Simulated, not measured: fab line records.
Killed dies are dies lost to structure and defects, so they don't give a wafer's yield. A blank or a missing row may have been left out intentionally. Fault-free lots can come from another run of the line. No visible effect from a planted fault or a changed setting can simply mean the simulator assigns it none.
2 desks looking at one fault	flow sky130	every desk sees just its own numbers, and what lay behind them comes last

## AT THE TOOL OWNER'S DESK: litho_track-02
The tool's own readings at SKY_VT_ADJUST_PCH_COAT_02 (resist thk 3000 nm): means of the sampled wafers that have a number, for each lot that ran on this tool. If a lot's mean is further than 4 standard deviations from the usual mean, the lot is out of limits and carries the mark OUT (the distance appears in the brackets).
Columns: A = spin_speed_rpm at SKY_VT_ADJUST_PCH_COAT_02, usual 2000.0 rpm
lot	first seen here	A
L947	day 9 20:07	1999.4
L949	day 10 10:10	2000.0
L950	day 10 17:04	1999.0
L952	day 11 13:21	2000.3
L953	day 11 18:57	2000.5
L961	day 14 02:25	2141.8 (+99 or more) OUT
L962	day 14 10:40	2139.3 (+99 or more) OUT
Finding of this desk: L961, L962 out of limits; the first was L961 at day 14 02:25, on spin_speed_rpm at SKY_VT_ADJUST_PCH_COAT_02. L947, L949, L950, L952, L953: within limits.

## METROLOGY DESK
What the gauges read for every lot (on any tool): the sampled wafers with a number, averaged. If a lot's mean is further than 4 standard deviations from the usual mean, the lot is out of limits and carries the mark OUT (the distance appears in the brackets).
Columns: A = FIELD_ISO_CVD_03_THK at SKY_FIELD_ISO_THK_MEAS_04, usual 165.3 nm; B = cd_nm at SKY_SONOS_ONO_CD_MEAS_13, usual 409.8 nm; C = cd_nm at SKY_POLY_CUT_CD_MEAS_08, usual 269.8 nm
lot	first seen here	A	B	C
L947	day 1 15:14	164.5	409.6	272.9
L948	day 1 20:38	163.4	410.4	267.4
L949	day 2 00:00	167.6	405.7	267.5
L950	day 2 04:32	166.5	411.9	270.5
L952	day 2 15:12	166.9	410.5	269.0
L953	day 2 20:43	166.5	410.3	268.5
L954	day 3 01:01	165.1	408.3	269.9
L955	day 3 07:17	167.5	410.4	271.2
L956	day 3 10:29	165.2	407.0	269.3
L961	day 4 11:29	166.6	410.4	269.7
L962	day 4 17:30	166.3	411.0	270.1
L968	day 6 03:26	163.4	406.6	269.4
L970	day 6 11:52	166.5	410.7	269.5
Finding of this desk: none of the 13 lots has anything out of limits.

## PUT TOGETHER
On L961, L962, at day 14 02:25, an alarm was possible from the tool owner's desk.
Metrology desk: nothing out of limits seen.
The metrology desk holds a record of L961, L962, inside its limits.
All the named lots went through SKY_VT_ADJUST_PCH_COAT_02 on litho_track-02.

## WHAT HAD BEEN PUT IN BY THE SIMULATOR
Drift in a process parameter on litho_track-02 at SKY_VT_ADJUST_PCH_COAT_02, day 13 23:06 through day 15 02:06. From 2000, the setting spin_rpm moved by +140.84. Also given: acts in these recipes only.
Shown lots that were struck: L961, L962.
Time in hours from fault onset to the first out-of-limits reading at each desk: the tool owner's desk, 3.
